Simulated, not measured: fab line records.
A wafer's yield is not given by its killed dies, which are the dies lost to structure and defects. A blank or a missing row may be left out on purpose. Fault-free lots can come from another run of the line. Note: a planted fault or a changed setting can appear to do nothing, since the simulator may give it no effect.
One fault through the eyes of 2 desks ; flow sfq line ; only its own numbers are on each desk; what lay behind them is given at the end

== AT THE METROLOGY DESK ==
What the gauges read, lot by lot, whatever tool the lot ran on: means of the sampled wafers that have a number. Any lot whose mean is over 4 standard deviations away from the usual mean is out of limits and marked OUT; that distance is given in the brackets.
Columns: A = M0_OVL at SFQ_M0_OVL_MEAS_906, usual -3 nm; B = I6_OVL at SFQ_I6_OVL_MEAS_942, usual -4 nm
lot;first seen here;A;B
L555;day 12 01:58;-3;-4
L556;day 12 13:57;-2;-2
L557;day 13 00:02;-9;-1
L558;day 13 06:02;-2;-17
L559;day 14 04:02;-7;1
L560;day 14 19:46;2;-1
L562;day 15 12:33;-2;5
L567;day 17 01:00;-4;-4
L568;day 17 07:01;-5;-2
L569;day 17 17:56;-3;-8
L570;day 17 23:56;0;-4
L577;day 21 09:49;-2;-8
L578;day 21 21:50;-1;-6
This desk found nothing out of limits on any of the 13 lots.

== DESK OF THE TOOL OWNER: krf scanner-01 ==
The tool's own readings at SFQ_TRILAYER_M4_LITHO_EXPOSE_094 (exposes mask M4, target cd 500 nm): means of the sampled wafers that have a number, for each lot that ran on this tool. Any lot whose mean is over 4 standard deviations away from the usual mean is out of limits and marked OUT; that distance is given in the brackets.
Columns: A = exposure dose mJ cm2 at SFQ_TRILAYER_M4_LITHO_EXPOSE_094, usual 14.397
lot;first seen here;A
L555;day 44 23:18;14.390
L556;day 45 05:06;14.385
L557;day 45 09:54;18.832 (+99 or more) OUT
L558;day 45 23:18;18.834 (+99 or more) OUT
L559;day 47 19:30;18.823 (+99 or more) OUT
This desk finds L557, L558, L559 out of limits, L557 being first, at day 45 09:54 (exposure dose mJ cm2 at SFQ_TRILAYER_M4_LITHO_EXPOSE_094). Within limits: L555, L556.

== ALL TOGETHER ==
On L557, L558, L559, at day 45 09:54, an alarm was possible from the tool owner's desk.
Nothing out of limits was seen by the metrology desk.
The metrology desk holds a record of L557, L558, L559, inside its limits.
SFQ_TRILAYER_M4_LITHO_EXPOSE_094 was run on krf scanner-01 by each of the lots named.

== WHAT HAD BEEN PUT IN BY THE SIMULATOR ==
Process parameters drifting: krf scanner-01 at SFQ_TRILAYER_M4_LITHO_EXPOSE_094, beginning at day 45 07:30. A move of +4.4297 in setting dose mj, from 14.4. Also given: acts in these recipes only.
Struck lots among those shown: L557, L558, L559.
Each desk's first reading out of limits, in hours after the fault started: the tool owner's desk, 2.
